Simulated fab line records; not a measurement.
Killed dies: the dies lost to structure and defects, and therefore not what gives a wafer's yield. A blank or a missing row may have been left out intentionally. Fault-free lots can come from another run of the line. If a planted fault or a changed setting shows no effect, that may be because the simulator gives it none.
Comparing a struck lot with a sound one + flow sfq-line + 17 steps out of a route of 325
Sound: the wafers L946.1, L946.3, L946.4. Struck: wafer L943.4 (L943.3, L943.5, from the same lot, were not struck and are left out); the cause is given at the end.
Per side, at each step with rows, come the tool, then ch with its chambers, and then its first start. Under that, the readings that differ: sound wafers + struck wafers + difference of the means + sigmas: that difference in standard deviations of wafers without a fault.
alike: a reading whose means differ by less than 2 such deviations, as well as words and numbers matching on both sides. not compared: withheld readings; readings where some wafer has no value; bounds like >300 that might hide an equal value; numbers whose values overlap and for which the record gives no deviation.
Wherever a step has rows on one side only, a row that says differs or no value, or a row with sigmas, the two part there. Non-overlapping numbers with no deviation appear without sigmas and do not part them. Lack of a reading on every wafer of one side parts them only where that side has two or more wafers.

SFQ_TRILAYER_I1_VIA_BARC_OPEN_VIA_ETCH_071: etches BARC in O2, target depth 125 nm, time 41.7 s.
  sound on rie-diel-04 ch 1,2,3, day 27 04:33; struck on rie-diel-01 ch 2, day 25 20:44
  alike: drypump-motor-current-A, oes-product-au
  not compared: rf-hours-counter-h
SFQ_TRILAYER_I1_VIA_ETCH_VIA_ETCH_052: etches SiO2 in CHF3, stops on Nb, target depth 260 nm.
  sound on rie-diel-04 ch 1,2,3, day 27 04:35; struck on rie-diel-01 ch 2, day 25 20:47
  alike: drypump-motor-current-A, oes-product-au
SFQ_TRILAYER_I1_VIA_STRIP_STRIP_053: strips in O2.
  sound on rie-metal-01 ch 0,1, day 27 04:42; struck on rie-metal-02 ch 0, day 25 21:05
  alike: drypump-motor-current-A, he-backside-leak-sccm, oes-product-au
  not compared: rf-hours-counter-h
then, 2 steps without rows for these wafers: SFQ_TRILAYER_I1_VIA_STRIP_SOLV_CLEAN_054 (cleans in NMP, time 600 s); SFQ_TRILAYER_M2_DEP_PRE_CLEAN_056 (time 22.5 s).
SFQ_TRILAYER_M2_DEP_SPUTTER_055: material Nb, target thk 200 nm, time 133.3 s.
  struck on pvd-sputter-05, day 25 21:41; sound on pvd-sputter-04, day 27 05:30
  alike: resputter-cathode-voltage-v, throttle-valve-pct
SFQ_M2_RS_MEAS_914: measures by four-point-probe.
  struck on film-metro-03, day 25 21:49; sound on film-metro-02, day 27 05:35
  alike: M2_NB_RS
then, 4 steps without rows for these wafers: SFQ_TRILAYER_M2_LITHO_COAT_062 (resist thk 62 nm); SFQ_TRILAYER_M2_LITHO_COAT_057 (resist thk 600 nm); SFQ_TRILAYER_M2_LITHO_SOFTBAKE_061; SFQ_TRILAYER_M2_LITHO_EXPOSE_058 (exposes mask M2, target cd 500 nm).
-- the record jumps here: 7 days lie between the struck wafers' starts before and after --
SFQ_TRILAYER_M2_LITHO_PEB_060: peb time 60 s.
  sound on litho-track-04 ch 0, day 33 18:03; struck on litho-track-03 ch 0, day 32 12:06
| reading                  | sound             | struck | difference | sigmas |
|--------------------------|-------------------|--------|------------|--------|
| heater-power-total-W (W) | 79.17 79.20 79.08 | 80.61  | +1.46      | +21    |
then, 1 step without rows for these wafers: SFQ_TRILAYER_M2_LITHO_DEVELOP_059 (time 60 s).
SFQ_M2_OVL_MEAS_916:
  struck on overlay-01, day 32 12:22; sound on overlay-01, day 33 18:21
  alike: M2_OVL
SFQ_TRILAYER_M2_BARC_OPEN_METAL_ETCH_077: etches BARC in O2, target depth 125 nm, time 41.7 s.
  sound on rie-metal-04 ch 0,1, day 33 18:23; struck on rie-metal-04 ch 0, day 32 12:25
| reading             | sound             | struck | difference | sigmas |
|---------------------|-------------------|--------|------------|--------|
| model.M2.cd-nm (nm) | 499.5 499.4 501.1 | 507.7  | +7.7       |        |
  alike: drypump-motor-current-A, he-backside-leak-sccm, oes-product-au
  not compared: rf-hours-counter-h
SFQ_TRILAYER_M2_ETCH_METAL_ETCH_060: etches Nb in Cl2/Ar, stops on SiO2, target depth 240 nm, time 120 s.
  sound on rie-metal-04 ch 0,1, day 33 18:27; struck on rie-metal-04 ch 0, day 32 12:29
| reading             | sound             | struck | difference | sigmas |
|---------------------|-------------------|--------|------------|--------|
| model.M2.cd-nm (nm) | 500.8 501.1 502.4 | 506.9  | +5.5       |        |
  alike: drypump-motor-current-A, he-backside-leak-sccm, oes-product-au
  not compared: rf-hours-counter-h
SFQ_TRILAYER_M2_STRIP_STRIP_061: strips in O2.
  sound on rie-metal-04 ch 0,1, day 33 18:34; struck on rie-metal-04 ch 0, day 32 12:46
  alike: drypump-motor-current-A, he-backside-leak-sccm, oes-product-au
  not compared: rf-hours-counter-h

## WHERE THEY PART
At SFQ_TRILAYER_M2_LITHO_PEB_060 and nowhere else, as far as this record goes. Later steps at which nothing parts them and some readings are alike: SFQ_M2_OVL_MEAS_916, SFQ_TRILAYER_M2_BARC_OPEN_METAL_ETCH_077, SFQ_TRILAYER_M2_ETCH_METAL_ETCH_060, SFQ_TRILAYER_M2_STRIP_STRIP_061.

WHY: what had been put in by the simulator
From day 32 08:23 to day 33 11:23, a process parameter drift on litho-track-03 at SFQ_TRILAYER_M2_LITHO_PEB_060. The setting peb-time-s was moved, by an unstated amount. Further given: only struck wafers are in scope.
